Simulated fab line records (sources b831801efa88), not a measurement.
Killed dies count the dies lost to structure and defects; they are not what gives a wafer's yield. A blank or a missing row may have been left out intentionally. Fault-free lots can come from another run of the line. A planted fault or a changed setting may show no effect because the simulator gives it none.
The same fault as seen by 2 desks + flow gf180mcu + numbers are kept per desk, each desk with only its own; the story behind them comes last

== FOR THE TOOL OWNER'S DESK: implanter-04 ==
The tool's own readings at GF_LVPWELL_IMPLANT_09, given as means over the sampled wafers that have a number, one for each lot that went through this tool. The brackets show how far a lot's mean lies from the usual mean; more than 4 standard deviations puts the lot out of limits, marked OUT.
Columns: A = beam-energy-keV at GF_LVPWELL_IMPLANT_09, usual 59.997
| lot  | first seen here | A                        |
|------|-----------------|--------------------------|
| L827 | day 4 02:29     | 59.990                   |
| L836 | day 6 04:26     | 55.197 (-99 or more) OUT |
| L837 | day 6 10:17     | 55.180 (-99 or more) OUT |
| L850 | day 9 04:34     | 59.996                   |
This desk finds L836, L837 out of limits, L836 being first, at day 6 04:26 (beam-energy-keV at GF_LVPWELL_IMPLANT_09). In limits: L827, L850.

== FROM THE METROLOGY DESK ==
Means of the sampled wafers that have a number, per lot and without regard to the tool the lot ran on: this is what the gauges read. The brackets show how far a lot's mean lies from the usual mean; more than 4 standard deviations puts the lot out of limits, marked OUT.
Columns: A = cd-nm at GF_PSD_CD_MEAS_07, usual 400 nm
| lot  | first seen here | A   |
|------|-----------------|-----|
| L827 | day 14 13:41    | 397 |
| L828 | day 14 15:46    | 403 |
| L829 | day 15 00:50    | 400 |
| L836 | day 17 18:53    | 403 |
| L837 | day 18 03:22    | 404 |
| L838 | day 18 13:49    | 397 |
| L840 | day 18 20:34    | 403 |
| L841 | day 19 14:48    | 399 |
| L844 | day 20 05:23    | 400 |
| L846 | day 20 13:29    | 397 |
| L847 | day 21 01:11    | 399 |
| L848 | day 21 12:32    | 403 |
| L849 | day 21 17:16    | 399 |
| L850 | day 22 01:55    | 403 |
Finding of this desk: none of the 14 lots has anything out of limits.

== ALL TOGETHER ==
At day 6 04:26, on L836, L837, the tool owner's desk was in a position to raise an alarm.
At the metrology desk, nothing out of limits was observed.
The metrology desk holds a record of L836, L837, inside its limits.
Every lot named ran GF_LVPWELL_IMPLANT_09 on implanter-04.

== WHAT HAD BEEN PUT IN BY THE SIMULATOR ==
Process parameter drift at GF_LVPWELL_IMPLANT_09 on implanter-04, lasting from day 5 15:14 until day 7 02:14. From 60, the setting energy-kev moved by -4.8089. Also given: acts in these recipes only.
Struck lots among those shown: L836, L837.
Delay in hours, fault start to first out-of-limits reading, by desk: the tool owner's desk at 13.
